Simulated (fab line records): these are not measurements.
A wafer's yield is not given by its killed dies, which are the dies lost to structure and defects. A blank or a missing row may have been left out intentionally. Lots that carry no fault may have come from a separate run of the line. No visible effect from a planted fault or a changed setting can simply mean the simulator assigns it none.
The same fault as seen by 2 desks	flow gf180mcu	only its own numbers are on each desk; what lay behind them is given at the end

== TOOL OWNER'S DESK, cmp-02 ==
The tool's own readings at GF_V1_CMP_04 (polishes SiO2): means of the sampled wafers that have a number, for each lot that ran on this tool. A lot is out of limits, marked OUT, if its mean lies more than 4 standard deviations from the usual mean; the brackets give that distance.
Columns: A = motor current A at GF_V1_CMP_04, usual 12.1 A; B = platen rpm at GF_V1_CMP_04, usual 60.00 rpm; C = slurry filter dp kPa at GF_V1_CMP_04, usual 13.52 kPa; D = time to endpoint s at GF_V1_CMP_04, usual 83 s
lot	first seen here	A	B	C	D
L505	day 17 04:56	12.2	59.99	13.47	84
L506	day 17 23:24	12.6	60.01	13.44	82
L509	day 18 21:57	12.5	59.99	13.54	86
L514	day 20 23:13	12.3	54.00 (-99 or more) OUT	13.50	96
L516	day 21 12:25	11.4	53.97 (-99 or more) OUT	13.48	87
L517	day 22 03:04	13.0	53.97 (-99 or more) OUT	13.58	96
L527	day 25 06:31	13.2	59.98	13.43	90
L528	day 25 12:34	13.4	59.95	13.60	89
Finding of this desk: L514, L516, L517 out of limits; the first was L514 at day 20 23:13, on platen rpm at GF_V1_CMP_04. Within limits: L505, L506, L509, L527, L528.

== FROM THE METROLOGY DESK ==
Means of the sampled wafers that have a number, per lot and without regard to the tool the lot ran on: this is what the gauges read. A lot is out of limits, marked OUT, if its mean lies more than 4 standard deviations from the usual mean; the brackets give that distance.
Columns: A = M3_ALCU_RS at GF_M3_RS_MEAS_05, usual 0.0692 ohm/sq; B = V3_CVD_02_THK at GF_V3_THK_MEAS_03, usual 850 nm
lot	first seen here	A	B
L505	day 20 12:26	0.0687	852
L506	day 21 05:49	0.0677	854
L508	day 21 21:56	0.0688	847
L509	day 22 04:18	0.0694	863
L510	day 22 19:46	0.0697	864
L514	day 24 03:28	0.0685	849
L516	day 24 15:45	0.0684	854
L517	day 25 04:13	0.0683	859
L522	day 26 15:41	0.0686	833
L525	day 27 13:02	0.0703	840
L526	day 27 23:48	0.0704	847
L527	day 28 02:14	0.0706	844
L528	day 28 07:20	0.0700	846
Finding of this desk: none of the 13 lots has anything out of limits.

== ALL TOGETHER ==
An alarm could have come from the tool owner's desk at day 20 23:13, on L514, L516, L517.
The metrology desk saw nothing out of limits.
The metrology desk holds a record of L514, L516, L517, inside its limits.
GF_V1_CMP_04 was run on cmp-02 by each of the lots named.

== WHAT HAD BEEN PUT IN BY THE SIMULATOR ==
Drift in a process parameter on cmp-02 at GF_V1_CMP_04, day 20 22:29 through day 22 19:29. Setting platen rpm, moved by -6, from 60. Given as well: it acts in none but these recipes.
Struck lots among those shown: L514, L516, L517.
Time in hours from fault onset to the first out-of-limits reading at each desk: the tool owner's desk, 1.
